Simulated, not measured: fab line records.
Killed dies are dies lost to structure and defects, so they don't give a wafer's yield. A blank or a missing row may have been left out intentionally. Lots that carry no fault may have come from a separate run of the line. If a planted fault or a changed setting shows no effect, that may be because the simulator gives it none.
What tool caused it? || flow sky130 || Sampling: 13 lots, 39 wafers, 2 of 708 route steps

== WHAT THE GAUGES READ, wafer by wafer ==
SKY_VIA4_OVL_MEAS_11. Usual: VIA4_OVL typically reads 1.4 nm, with standard deviation 1.4.
{"lot": "L545", "measured": "day 43 02:39", "on": "overlay-01", "VIA4_OVL (nm)": "2.6 1.9 5.4", "flag": ""}
{"lot": "L546", "measured": "day 43 13:07", "on": "overlay-02", "VIA4_OVL (nm)": "1.7 1.3 0.6", "flag": ""}
{"lot": "L547", "measured": "day 44 01:22", "on": "overlay-01", "VIA4_OVL (nm)": "0.9 2.6 2.3", "flag": ""}
{"lot": "L550", "measured": "day 44 17:29", "on": "overlay-02", "VIA4_OVL (nm)": "0.0 -0.2 -0.6", "flag": ""}
{"lot": "L551", "measured": "day 45 08:44", "on": "overlay-02", "VIA4_OVL (nm)": "0.4 2.2 1.3", "flag": ""}
{"lot": "L553", "measured": "day 45 10:07", "on": "overlay-02", "VIA4_OVL (nm)": "0.8 1.0 0.4", "flag": ""}
{"lot": "L554", "measured": "day 45 19:13", "on": "overlay-02", "VIA4_OVL (nm)": "-0.3 3.5 2.3", "flag": ""}
{"lot": "L555", "measured": "day 46 02:05", "on": "overlay-02", "VIA4_OVL (nm)": "0.3 0.1 1.3", "flag": ""}
{"lot": "L557", "measured": "day 46 06:25", "on": "overlay-02", "VIA4_OVL (nm)": "0.2 -1.3 1.8", "flag": ""}
{"lot": "L558", "measured": "day 46 07:37", "on": "overlay-02", "VIA4_OVL (nm)": "1.8 0.7 0.8", "flag": ""}
{"lot": "L556", "measured": "day 46 07:43", "on": "overlay-01", "VIA4_OVL (nm)": "0.6 1.5 0.6", "flag": ""}
{"lot": "L564", "measured": "day 47 22:53", "on": "overlay-01", "VIA4_OVL (nm)": "2.1 1.0 3.6", "flag": ""}
{"lot": "L566", "measured": "day 48 06:20", "on": "overlay-01", "VIA4_OVL (nm)": "1.0 0.8 4.9", "flag": ""}

== EACH LOT AND THE TOOL THAT RAN IT (in order: tool; ch and the chambers of the sampled wafers; start) ==
{"lot": "L545", "SKY_POLY_CUT_ETCH_11": "rie_diel-04 ch 1,2, day 24 12:25"}
{"lot": "L546", "SKY_POLY_CUT_ETCH_11": "rie_diel-04 ch 1,2, day 25 06:44"}
{"lot": "L547", "SKY_POLY_CUT_ETCH_11": "rie_diel-02 ch 0,1, day 25 19:33"}
{"lot": "L550", "SKY_POLY_CUT_ETCH_11": "rie_diel-04 ch 0,1,2, day 26 20:00"}
{"lot": "L551", "SKY_POLY_CUT_ETCH_11": "rie_diel-04 ch 0,1,3, day 27 17:23"}
{"lot": "L553", "SKY_POLY_CUT_ETCH_11": "rie_diel-02 ch 0,1, day 27 18:40"}
{"lot": "L554", "SKY_POLY_CUT_ETCH_11": "rie_diel-04 ch 0,1,3, day 28 03:10"}
{"lot": "L555", "SKY_POLY_CUT_ETCH_11": "rie_diel-02 ch 0,1,2, day 28 11:23"}
{"lot": "L557", "SKY_POLY_CUT_ETCH_11": "rie_diel-02 ch 0,2, day 28 14:16"}
{"lot": "L558", "SKY_POLY_CUT_ETCH_11": "rie_diel-01 ch 1,3, day 28 19:49"}
{"lot": "L556", "SKY_POLY_CUT_ETCH_11": "rie_diel-04 ch 1,2,3, day 28 20:17"}
{"lot": "L564", "SKY_POLY_CUT_ETCH_11": "rie_diel-04 ch 1,2,3, day 31 01:25"}
{"lot": "L566", "SKY_POLY_CUT_ETCH_11": "rie_diel-04 ch 0,1,2, day 31 15:10"}
- SKY_POLY_CUT_ETCH_11: etches Si3N4 in CF4/CH2F2/Ar, stops on poly-Si, time 42.5 s, target depth 60 nm.

== WHAT THE TOOLS THEMSELVES READ (means of the sampled wafers that have a number; where no wafer has one, the mark that the record gives instead) ==
SKY_POLY_CUT_ETCH_11. Usual: bias_w 150.0 W, standard deviation 0.42; drypump_motor_current_A 5.9 A, standard deviation 0.41; oes_product_au 0.832 a.u., standard deviation 0.0062; throttle_valve_pct 14.994 %, standard deviation 0.0091.
{"lot": "L545", "tool": "rie_diel-04", "bias_w (W)": 150.0, "drypump_motor_current_A (A)": 5.9, "oes_product_au (a.u.)": 0.830, "throttle_valve_pct (%)": 14.986, "flag": ""}
{"lot": "L546", "tool": "rie_diel-04", "bias_w (W)": 150.4, "drypump_motor_current_A (A)": 5.9, "oes_product_au (a.u.)": 0.829, "throttle_valve_pct (%)": 14.994, "flag": ""}
{"lot": "L547", "tool": "rie_diel-02", "bias_w (W)": 149.8, "drypump_motor_current_A (A)": 5.5, "oes_product_au (a.u.)": 0.821, "throttle_valve_pct (%)": 14.988, "flag": ""}
{"lot": "L550", "tool": "rie_diel-04", "bias_w (W)": 150.2, "drypump_motor_current_A (A)": 6.0, "oes_product_au (a.u.)": 0.828, "throttle_valve_pct (%)": 14.986, "flag": ""}
{"lot": "L551", "tool": "rie_diel-04", "bias_w (W)": 149.9, "drypump_motor_current_A (A)": 6.1, "oes_product_au (a.u.)": 0.832, "throttle_valve_pct (%)": 14.998, "flag": ""}
{"lot": "L553", "tool": "rie_diel-02", "bias_w (W)": 150.2, "drypump_motor_current_A (A)": 5.5, "oes_product_au (a.u.)": 0.834, "throttle_valve_pct (%)": 14.997, "flag": ""}
{"lot": "L554", "tool": "rie_diel-04", "bias_w (W)": 149.9, "drypump_motor_current_A (A)": 6.1, "oes_product_au (a.u.)": 0.831, "throttle_valve_pct (%)": 15.003, "flag": ""}
{"lot": "L555", "tool": "rie_diel-02", "bias_w (W)": 150.4, "drypump_motor_current_A (A)": 5.6, "oes_product_au (a.u.)": 0.836, "throttle_valve_pct (%)": 14.995, "flag": ""}
{"lot": "L557", "tool": "rie_diel-02", "bias_w (W)": 149.8, "drypump_motor_current_A (A)": 5.5, "oes_product_au (a.u.)": 0.836, "throttle_valve_pct (%)": 15.005, "flag": ""}
{"lot": "L558", "tool": "rie_diel-01", "bias_w (W)": 149.8, "drypump_motor_current_A (A)": 6.1, "oes_product_au (a.u.)": 0.830, "throttle_valve_pct (%)": 14.991, "flag": ""}
{"lot": "L556", "tool": "rie_diel-04", "bias_w (W)": 149.9, "drypump_motor_current_A (A)": 5.9, "oes_product_au (a.u.)": 0.836, "throttle_valve_pct (%)": 14.997, "flag": ""}
{"lot": "L564", "tool": "rie_diel-04", "bias_w (W)": 150.0, "drypump_motor_current_A (A)": 5.9, "oes_product_au (a.u.)": 0.821, "throttle_valve_pct (%)": 14.986, "flag": ""}
{"lot": "L566", "tool": "rie_diel-04", "bias_w (W)": 149.5, "drypump_motor_current_A (A)": 6.0, "oes_product_au (a.u.)": 0.827, "throttle_valve_pct (%)": 14.993, "flag": ""}

== THE ANSWER, worked out from the rows above alone ==
Rule: a lot is off if the mean of its wafers that have a number lies more than 3 standard deviations from the usual mean. A lot without any number at a reading at which 4 lots or more have one is off too. The other lots that the step has rows for count as sound. Order of review: gauges by route order, followed by the tools' own readings, for which a lot's mean as printed above is used. The first step at which some lot is off is used, and at that step the reading that is off furthest; a lot without a number counts as furthest.
No lot is off at any reading shown: from this, nothing can be told.

== WHAT THE SIMULATOR HAD PUT IN ==
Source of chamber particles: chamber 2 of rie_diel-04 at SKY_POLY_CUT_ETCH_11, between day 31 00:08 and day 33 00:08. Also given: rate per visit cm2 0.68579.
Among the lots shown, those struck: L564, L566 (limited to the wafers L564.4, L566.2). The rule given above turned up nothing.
